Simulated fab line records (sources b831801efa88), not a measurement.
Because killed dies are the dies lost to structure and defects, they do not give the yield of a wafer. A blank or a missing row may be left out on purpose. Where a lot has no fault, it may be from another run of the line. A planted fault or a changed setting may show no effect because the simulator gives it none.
One fault seen from 2 desks | flow sky130 | only its own numbers are on each desk; what lay behind them is given at the end

## AT THE METROLOGY DESK
What the gauges read, lot by lot, whatever tool the lot ran on: means of the sampled wafers that have a number. If a lot's mean is further than 4 standard deviations from the usual mean, the lot is out of limits and carries the mark OUT (the distance appears in the brackets).
Columns: A = cd nm at SKY_POLY_CUT_CD_MEAS_08, usual 270.5 nm; B = SD_P_OVL at SKY_SD_P_OVL_MEAS_08, usual 0.5 nm; C = LI_CONTACT_OVL at SKY_LI_CONTACT_OVL_MEAS_13, usual 1 nm
lot  | first seen here | A     | B    | C
L449 | day 24 02:04    | 271.0 | 2.3  | 3
L450 | day 24 12:33    | 271.2 | 1.3  | -1
L451 | day 25 01:42    | 270.5 | 1.3  | 2
L453 | day 25 10:56    | 271.6 | 0.8  | -5
L454 | day 26 03:22    | 273.1 | 1.1  | 4
L455 | day 26 04:12    | 271.4 | 0.5  | 3
L463 | day 29 04:40    | 268.4 | -1.5 | 2
L464 | day 31 04:53    | 270.5 | -1.1 | -2
L465 | day 31 05:53    | 268.9 | 0.4  | 6
L467 | day 31 06:29    | 269.5 | 0.2  | -2
L468 | day 31 08:24    | 270.0 | -0.4 | -2
L469 | day 31 12:49    | 271.9 | 0.9  | -6
L471 | day 31 15:26    | 268.6 | -0.2 | -4
L472 | day 32 04:14    | 270.2 | -0.2 | 2
This desk found nothing out of limits on any of the 14 lots.

## THE TOOL OWNER'S DESK: iline stepper-02
The tool's own readings at SKY_SD_N_EXPOSE_04 (exposes mask NSDM, target cd 380 nm): means of the sampled wafers that have a number, for each lot that ran on this tool. If a lot's mean is further than 4 standard deviations from the usual mean, the lot is out of limits and carries the mark OUT (the distance appears in the brackets).
Columns: A = exposure dose mJ cm2 at SKY_SD_N_EXPOSE_04, usual 141.02; B = focus offset nm at SKY_SD_N_EXPOSE_04, usual -0.1 nm
lot  | first seen here | A      | B
L449 | day 27 04:11    | 141.00 | -0.1
L450 | day 27 14:25    | 141.07 | 0.2
L451 | day 28 02:04    | 141.04 | 0.4
L453 | day 28 12:14    | 140.98 | 0.1
L463 | day 32 01:39    | 141.05 | -0.1
L464 | day 33 22:53    | 140.99 | -0.8
L465 | day 34 00:03    | 140.90 | -0.1
L467 | day 34 01:59    | 140.98 | 0.2
L468 | day 34 04:09    | 141.03 | -0.7
L472 | day 34 22:09    | 140.89 | -0.8
This desk found nothing out of limits on any of the 10 lots.

## TAKEN TOGETHER
Metrology desk: nothing out of limits seen.
Nothing out of limits was seen by the tool owner's desk.

## WHAT HAD BEEN PUT IN BY THE SIMULATOR
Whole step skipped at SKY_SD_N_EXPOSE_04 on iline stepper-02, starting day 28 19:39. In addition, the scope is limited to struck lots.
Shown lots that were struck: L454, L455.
